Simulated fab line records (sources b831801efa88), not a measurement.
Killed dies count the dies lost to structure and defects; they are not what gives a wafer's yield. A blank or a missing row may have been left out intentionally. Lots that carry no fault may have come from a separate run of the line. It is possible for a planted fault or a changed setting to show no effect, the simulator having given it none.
Chamber matching | flow sky130 | 4 sister chambers for SKY_FIELD_ISO_ETCH_17 on rie-si-02
The step etches Si in HBr/Cl2/O2, target depth 342 nm, time 97.7 s. 8 wafers are shown with their chamber, then 7 later ones without.

== WAFERS, EACH WITH ITS CHAMBER ==
wafer  | chamber | drypump-motor-current-A (A) | oes-product-au (a.u.)
L451.4 | 0       | 6.7                         | 1.006
L454.1 | 3       | 6.2                         | 1.001
L454.2 | 0       | 6.7                         | 0.993
L455.1 | 1       | 6.2                         | 1.011
L455.3 | 3       | 6.2                         | 1.002
L455.6 | 2       | 5.8                         | 1.001
L461.2 | 1       | 6.3                         | 1.023
L461.5 | 2       | 5.9                         | 1.004

== WAFERS WITH NO CHAMBER GIVEN ==
wafer  | drypump-motor-current-A (A) | oes-product-au (a.u.)
L461.6 | 6.2                         | 1.006
L471.1 | 6.7                         | 1.001
L471.2 | 5.8                         | 0.992
L471.5 | 6.2                         | 0.992
L472.1 | 6.2                         | 0.991
L472.3 | 6.7                         | 1.002
L472.4 | 6.3                         | 1.014

== WHICH CHAMBER EACH WENT THROUGH ==
wafer  | from the rows above     | in truth
L461.6 | can't be placed: 3 or 1 | 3
L471.1 | 0                       | 0
L471.2 | 2                       | 2
L471.5 | 3                       | 3
L472.1 | 3                       | 3
L472.3 | 0                       | 0
L472.4 | can't be placed: 1 or 3 | 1
Correctly placed: 5 of 7. Cannot be placed on the basis of these rows: 2; the candidates contain the true chamber in 2. 0 placed wrongly.
How it was worked out, from the rows above alone: a wafer's distance from a chamber is the root of the sum, over the readings, of the square of ((its reading less the chamber's mean) divided by the reading's scatter). If the next closest chamber is less than 2 further off than the closest, the wafer can't be placed; otherwise it belongs to the closest. A chamber's mean is the mean of its shown wafers. How the scatter is found: for the shown wafers, subtract from each reading the mean of its chamber, square and add these, divide the total by (wafers less chambers), then take the root.
